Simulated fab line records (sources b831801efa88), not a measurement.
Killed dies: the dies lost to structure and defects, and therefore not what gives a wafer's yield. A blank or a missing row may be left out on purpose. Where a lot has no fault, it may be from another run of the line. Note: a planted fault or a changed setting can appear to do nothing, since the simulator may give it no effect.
Which tool did it?	flow sky130	Sampling: 13 lots, 39 wafers, 3 of 708 route steps

## WHAT THE GAUGES READ, wafer by wafer
SKY_VIA3_OVL_MEAS_13. Usual: VIA3_OVL -3 nm, standard deviation 5.4.
lot	measured	on	VIA3_OVL (nm)	flag
L308	day 41 00:47	overlay-01	-1 -4 -3	
L309	day 41 02:19	overlay-02	0 7 -9	
L310	day 41 04:17	overlay-01	1 -5 -9	
L311	day 41 17:47	overlay-01	-11 -3 -8	
L312	day 42 10:24	overlay-01	-1 3 3	
L314	day 42 11:17	overlay-01	-9 -5 -6	
L315	day 42 21:36	overlay-01	-2 -6 -9	
L316	day 43 06:14	overlay-01	-3 -4 0	
L320	day 43 17:53	overlay-02	-10 -6 -11	
L322	day 44 03:23	overlay-01	-9 -2 -3	
L326	day 45 03:35	overlay-02	-7 0 -9	
L325	day 45 04:29	overlay-01	-5 2 -1	
L328	day 45 23:32	overlay-02	-2 2 -2	

## WHAT TOOL EACH LOT RAN ON (gives the tool, then ch and the chambers of the sampled wafers, and finally the start)
lot	SKY_POLY_GATE_ETCH_16	SKY_VIA3_CMP_02
L308	rieDiel-01 ch 1,3, day 17 22:58	cmp-02 ch 2,3, day 40 00:14
L309	rieDiel-03 ch 0,2,3, day 18 06:01	cmp-02 ch 1,2, day 40 01:58
L310	rieDiel-01 ch 0,2,3, day 18 07:07	cmp-02 ch 0,2,3, day 40 03:57
L311	rieDiel-02 ch 0,1,3, day 18 23:58	cmp-02 ch 0,1,3, day 40 17:43
L312	rieDiel-03 ch 0,2, day 19 23:45	cmp-01 ch 0,1, day 41 10:55
L314	rieDiel-01 ch 0,3, day 20 02:25	cmp-02 ch 0,2,3, day 41 11:19
L315	rieDiel-03 ch 0,1,3, day 20 06:25	cmp-02 ch 0,1,2, day 41 21:56
L316	rieDiel-03 ch 0,1,2, day 20 16:49	cmp-01 ch 0,1,3, day 42 06:10
L320	rieDiel-01 ch 0,3, day 21 20:01	cmp-01 ch 0,1,3, day 42 19:22
L322	rieDiel-01 ch 0,2,3, day 22 06:37	cmp-02 ch 0,3, day 43 04:18
L326	rieDiel-02 ch 0,2,3, day 23 12:46	cmp-02 ch 1,2, day 44 05:19
L325	rieDiel-03 ch 0,2, day 23 15:46	cmp-01 ch 0,1,2, day 44 05:58
L328	rieDiel-02 ch 1,2,3, day 24 07:07	cmp-01 ch 1,2,3, day 45 01:25
- SKY_POLY_GATE_ETCH_16: etches Si3N4 in CH3F/O2, stops on poly-Si, time 147.5 s, target depth 75 nm.
- SKY_VIA3_CMP_02: polishes SiO2.

## WHAT THE TOOLS THEMSELVES READ (means of the sampled wafers that have a number; where no wafer has one, the mark that the record gives instead)
SKY_POLY_GATE_ETCH_16. Usual: drypumpMotorCurrentA 5.6 A, standard deviation 0.39; oesProductAu 0.642 a.u., standard deviation 0.0053; rfFwdPowerW 398.2 W, standard deviation 1.2; throttleValvePct 10.536 %, standard deviation 0.0092.
lot	tool	drypumpMotorCurrentA (A)	oesProductAu (a.u.)	rfFwdPowerW (W)	throttleValvePct (%)	flag
L308	rieDiel-01	5.8	0.634	397.7	10.537	
L309	rieDiel-03	5.7	0.638	399.0	10.531	
L310	rieDiel-01	5.4	0.639	396.2	10.537	
L311	rieDiel-02	5.9	0.640	398.8	10.538	
L312	rieDiel-03	5.6	0.642	398.0	10.538	
L314	rieDiel-01	5.5	0.643	397.8	10.536	
L315	rieDiel-03	5.4	0.640	398.6	10.542	
L316	rieDiel-03	5.5	0.642	398.8	10.537	
L320	rieDiel-01	5.5	0.641	398.4	10.538	
L322	rieDiel-01	5.4	0.646	398.3	10.531	
L326	rieDiel-02	5.9	0.640	398.4	10.536	
L325	rieDiel-03	5.8	0.640	400.1	10.532	
L328	rieDiel-02	6.0	0.638	398.6	10.532	

SKY_VIA3_CMP_02. Usual: edgeZonePressureFrac 0.999, standard deviation 0.0054; headPressurePsi 4.000 psi, standard deviation 0.0088; motorCurrentA 11.9 A, standard deviation 0.99.
lot	tool	edgeZonePressureFrac	headPressurePsi (psi)	motorCurrentA (A)	flag
L308	cmp-02	0.993	3.986	12.2	
L309	cmp-02	0.997	4.001	11.9	
L310	cmp-02	0.998	3.998	11.7	
L311	cmp-02	1.002	3.999	11.6	
L312	cmp-01	1.005	4.003	11.7	
L314	cmp-02	1.002	4.002	11.8	
L315	cmp-02	0.995	4.000	11.4	
L316	cmp-01	0.997	4.003	12.8	
L320	cmp-01	0.998	4.003	12.5	
L322	cmp-02	0.999	4.000	11.7	
L326	cmp-02	0.992	3.997	11.9	
L325	cmp-01	0.996	3.999	11.6	
L328	cmp-01	1.000	4.000	12.4	

## THE ANSWER, worked out from the rows above alone
Rule: take the mean of a lot's wafers that have a number; if it is more than 3 standard deviations from the usual mean, the lot is off. Also off: a lot with no number at a reading for which 4 or more lots have one. The other lots that the step has rows for count as sound. After the gauges, taken in route order, come the tools' own readings; for these a lot's mean is taken, as printed above. The first step at which some lot is off is used, and at that step the reading that is off furthest; a lot without a number counts as furthest.
Across all readings shown, no lot is off: no conclusion can be drawn from this.

## WHAT HAD BEEN PUT IN BY THE SIMULATOR
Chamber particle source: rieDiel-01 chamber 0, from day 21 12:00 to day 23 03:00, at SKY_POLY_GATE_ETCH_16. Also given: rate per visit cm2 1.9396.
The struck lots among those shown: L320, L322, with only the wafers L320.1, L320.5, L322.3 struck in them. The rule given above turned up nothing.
